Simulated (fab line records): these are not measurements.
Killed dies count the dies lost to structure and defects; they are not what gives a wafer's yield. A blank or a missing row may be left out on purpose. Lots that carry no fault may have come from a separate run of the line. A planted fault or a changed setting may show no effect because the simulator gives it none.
Which tool was responsible? | flow gf180mcu | route of 602 steps, sampled at 1 step: 13 lots, 39 wafers

## WHAT EACH GAUGE READ, for each wafer
GF_M4_OVL_MEAS_15. Usual: M4_OVL 0 nm, standard deviation 5.4.
lot  | measured     | on         | M4_OVL (nm) | flag
L200 | day 23 11:04 | overlay-01 | -3 -5 -2    |
L203 | day 24 15:00 | overlay-02 | -5 1 -1     |
L206 | day 26 00:07 | overlay-01 | 4 -2 6      |
L210 | day 27 06:01 | overlay-01 | -2 1 -3     |
L211 | day 27 12:48 | overlay-02 | -1 -5 -6    |
L212 | day 27 14:10 | overlay-02 | 3 -1 5      |
L215 | day 28 12:56 | overlay-02 | 8 8 13      |
L216 | day 28 19:23 | overlay-01 | 10 10 12    |
L217 | day 28 21:05 | overlay-01 | -1 0 -5     |
L218 | day 29 12:57 | overlay-01 | -5 -4 -6    |
L220 | day 30 04:07 | overlay-02 | -1 2 -4     |
L221 | day 30 13:31 | overlay-01 | -3 4 -5     |
L222 | day 30 15:25 | overlay-01 | 1 7 0       |

## WHICH TOOL RAN EACH LOT (tool, then ch and the chambers of the sampled wafers, then the start)
No process step before these readings appears in the record.

## WHAT THE TOOLS THEMSELVES READ (means of the sampled wafers that have a number; where no wafer has one, the mark that the record gives instead)
The record holds no such reading with a usual standard deviation.

## THE ANSWER, worked out from the rows above alone
Rule: a lot is off if the mean of its wafers that have a number lies more than 3 standard deviations from the usual mean. A lot without any number at a reading at which 4 lots or more have one is off too. Any other lot the step has rows for is counted as sound. First the gauges in route order, then the tools' own readings, where a lot's mean is used as printed above. The first step at which some lot is off is used, and at that step the reading that is off furthest; a lot without a number counts as furthest.
None of the lots is off at any reading shown; this tells nothing.

## WHAT THE SIMULATOR HAD PUT IN
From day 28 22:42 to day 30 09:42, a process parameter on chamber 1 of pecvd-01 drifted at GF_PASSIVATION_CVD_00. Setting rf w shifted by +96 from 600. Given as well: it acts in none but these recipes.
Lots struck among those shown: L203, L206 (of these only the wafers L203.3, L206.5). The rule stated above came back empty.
